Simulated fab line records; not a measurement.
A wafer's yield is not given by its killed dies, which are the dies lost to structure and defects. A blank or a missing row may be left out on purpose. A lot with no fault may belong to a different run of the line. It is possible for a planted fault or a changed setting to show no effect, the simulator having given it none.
Which tool was responsible? -- flow gf180mcu -- Sampling: 14 lots, 42 wafers, 5 of 602 route steps

== WHAT THE GAUGES SHOWED, per wafer ==
GF_HV_LDD_OVL_MEAS_20. Usual: for HV_LDD_01_OVL the level is 0.7 nm and the standard deviation is 1.3.
lot,measured,on,HV_LDD_01_OVL (nm),flag
L208,day 10 17:57,overlay-01,0.0 -1.2 0.1,
L209,day 11 03:42,overlay-01,-1.5 -0.3 0.0,
L211,day 11 16:48,overlay-02,0.8 -0.2 2.2,
L213,day 12 02:51,overlay-02,2.7 2.7 2.5,
L214,day 12 10:14,overlay-01,1.0 1.0 0.2,
L217,day 13 12:03,overlay-02,2.7 1.2 1.8,
L219,day 14 00:15,overlay-02,0.7 1.3 2.6,
L220,day 14 05:28,overlay-02,1.4 1.6 0.6,
L221,day 14 13:10,overlay-01,2.7 1.6 1.3,
L226,day 16 07:21,overlay-01,1.9 0.6 1.4,
L228,day 17 02:00,overlay-02,2.6 2.7 2.0,
L229,day 17 16:33,overlay-02,1.8 1.4 1.2,
L231,day 18 01:39,overlay-02,-0.5 1.7 2.4,
L230,day 18 05:20,overlay-02,0.5 3.0 1.1,

GF_HV_LDD_CD_MEAS_31 targets a cd of 400 nm. Usual: cd nm at 400.1 nm, with a standard deviation of 2.6.
lot,measured,on,cd nm (nm),flag
L208,day 11 12:08,cd sem-01,399.0 397.3 399.4,
L209,day 11 21:44,cd sem-01,393.7 396.6 395.6,
L211,day 12 11:59,cd sem-01,403.9 403.1 402.9,
L213,day 12 22:15,cd sem-01,403.6 401.7 404.5,
L214,day 13 06:11,cd sem-01,403.1 405.6 403.5,
L217,day 14 08:17,cd sem-01,396.7 399.8 399.7,
L219,day 14 21:41,cd sem-01,401.1 399.8 400.4,
L220,day 15 02:09,cd sem-01,401.8 401.6 403.7,
L221,day 15 11:04,cd sem-02,398.0 399.5 398.5,
L226,day 17 06:18,cd sem-02,398.0 395.4 395.8,
L228,day 18 01:14,cd sem-02,401.2 400.3 398.2,
L229,day 18 15:46,cd sem-02,397.3 399.8 399.7,
L231,day 19 01:04,cd sem-02,397.9 399.2 398.3,
L230,day 19 05:49,cd sem-02,398.8 398.2 396.9,

GF_HV_LDD_TW_MEAS_50. Usual: for HV_LDD_4_TW the level is 565.8 and the standard deviation is 2.8.
lot,measured,on,HV_LDD_4_TW,flag
L208,day 12 08:11,film metro-02,567.2 563.2 564.4,
L209,day 12 17:50,film metro-03,563.1 566.7 566.6,
L211,day 13 08:52,film metro-04,569.6 571.6 571.7,
L213,day 13 19:27,film metro-04,570.4 568.7 570.9,
L214,day 14 03:52,film metro-02,565.7 566.0 570.2,
L217,day 15 06:35,film metro-02,559.5 563.2 561.3,
L219,day 15 20:38,film metro-04,564.9 566.4 566.1,
L220,day 16 00:25,film metro-02,563.2 563.0 565.4,
L221,day 16 09:38,film metro-04,566.7 568.7 567.7,
L226,day 18 06:39,film metro-02,566.9 563.3 565.3,
L228,day 19 02:03,film metro-03,863.8 860.6 863.9,OFF
L229,day 19 17:51,film metro-04,860.2 855.5 859.5,OFF
L231,day 20 02:44,film metro-02,564.0 564.9 561.9,
L230,day 20 06:37,film metro-02,563.4 561.2 564.5,

GF_HV_LDD_THK_MEAS_57. Usual: for HV_LDD_CVD_56_THK the level is 90.0 nm and the standard deviation is 0.77.
lot,measured,on,HV_LDD_CVD_56_THK (nm),flag
L208,day 12 11:20,film metro-02,89.6 89.4 89.3,
L209,day 12 20:43,film metro-03,89.5 89.3 88.6,
L211,day 13 11:40,film metro-04,90.9 90.2 90.7,
L213,day 13 22:16,film metro-04,90.8 90.9 90.6,
L214,day 14 07:55,film metro-04,90.3 90.3 90.4,
L217,day 15 09:24,film metro-03,88.9 89.6 89.4,
L219,day 16 00:26,film metro-03,89.6 90.0 90.8,
L220,day 16 03:13,film metro-02,89.1 88.7 89.2,
L221,day 16 12:27,film metro-03,89.3 89.6 89.8,
L226,day 18 11:18,film metro-03,90.4 90.3 91.0,
L228,day 19 04:52,film metro-03,90.0 90.0 90.4,
L229,day 19 20:40,film metro-04,90.1 90.0 89.6,
L231,day 20 06:03,film metro-03,90.0 90.3 90.8,
L230,day 20 09:56,film metro-04,90.7 91.3 91.1,

== TOOL THAT RAN EACH LOT (tool first, then ch and the chambers of the sampled wafers, then the start) ==
lot,GF_HV_LDD_IMPLANT_48
L208,"implanter-03 ch 0, day 12 07:56"
L209,"implanter-04 ch 0, day 12 17:35"
L211,"implanter-03 ch 0, day 13 08:37"
L213,"implanter-04 ch 0, day 13 19:12"
L214,"implanter-04 ch 0, day 14 03:39"
L217,"implanter-04 ch 0, day 15 06:20"
L219,"implanter-02 ch 0, day 15 20:23"
L220,"implanter-04 ch 0, day 16 00:11"
L221,"implanter-02 ch 0, day 16 09:25"
L226,"implanter-04 ch 0, day 18 06:24"
L228,"implanter-04 ch 0, day 19 01:48"
L229,"implanter-04 ch 0, day 19 17:36"
L231,"implanter-03 ch 0, day 20 02:29"
L230,"implanter-02 ch 0, day 20 06:23"
- GF_HV_LDD_IMPLANT_48

== WHAT THE TOOLS THEMSELVES READ (means of the sampled wafers that have a number; where no wafer has one, the mark that the record gives instead) ==
GF_HV_LDD_IMPLANT_48. Usual: dose ions cm2 3e+13, standard deviation 3.3e+10; faraday current uA 169, standard deviation 3.9; tilt deg 7.001 degrees, standard deviation 0.021.
lot,tool,dose ions cm2,faraday current uA,tilt deg (degrees),flag
L208,implanter-03,3e+13,171,7.016,
L209,implanter-04,3e+13,172,7.022,
L211,implanter-03,3e+13,164,7.004,
L213,implanter-04,3e+13,173,6.991,
L214,implanter-04,3e+13,173,7.009,
L217,implanter-04,3e+13,170,6.998,
L219,implanter-02,3e+13,164,7.001,
L220,implanter-04,3e+13,169,7.035,
L221,implanter-02,3e+13,171,7.007,
L226,implanter-04,3e+13,170,6.997,
L228,implanter-04,1e+14,638,6.999,OFF
L229,implanter-04,1e+14,630,7.029,OFF
L231,implanter-03,3e+13,169,6.990,
L230,implanter-02,3e+13,170,6.971,

== THE ANSWER, worked out from the rows above alone ==
Rule: take the mean of a lot's wafers that have a number; if it is more than 3 standard deviations from the usual mean, the lot is off. A lot without any number at a reading at which 4 lots or more have one is off too. All remaining lots with rows at the step are treated as sound. After the gauges, taken in route order, come the tools' own readings; for these a lot's mean is taken, as printed above. The first step at which some lot is off is used, and at that step the reading that is off furthest; a lot without a number counts as furthest.
Off: at GF_HV_LDD_TW_MEAS_50 (HV_LDD_4_TW), L228, L229.
A tool fits if, at a process step before that reading, it ran every lot that is off, and no sound lot after the first of them. Not tried: the gauges at GF_HV_LDD_TW_MEAS_50; whatever is off there is also off at GF_HV_LDD_IMPLANT_48, on other tools, and gauge error can't account for it. One fits: implanter-04 at GF_HV_LDD_IMPLANT_48. Its last sound lot is L226 (day 18 06:24), its first lot that is off L228 (day 19 01:48): a fault that began between those two fits.
The tool's own readings at GF_HV_LDD_IMPLANT_48 bear it out: on the lots that are off they differ by more than 5 times the standard deviation of the sound lots' means. dose ions cm2 reads 1e+14 there against 3e+13 on the sound lots; faraday current uA reads 634 there against 170 on the sound lots.

== WHAT THE SIMULATOR HAD PUT IN ==
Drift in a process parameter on implanter-04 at GF_HV_LDD_IMPLANT_48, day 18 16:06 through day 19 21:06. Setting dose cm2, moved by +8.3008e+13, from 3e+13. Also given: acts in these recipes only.
Struck lots among those shown: L228, L229. The rule above found the same.
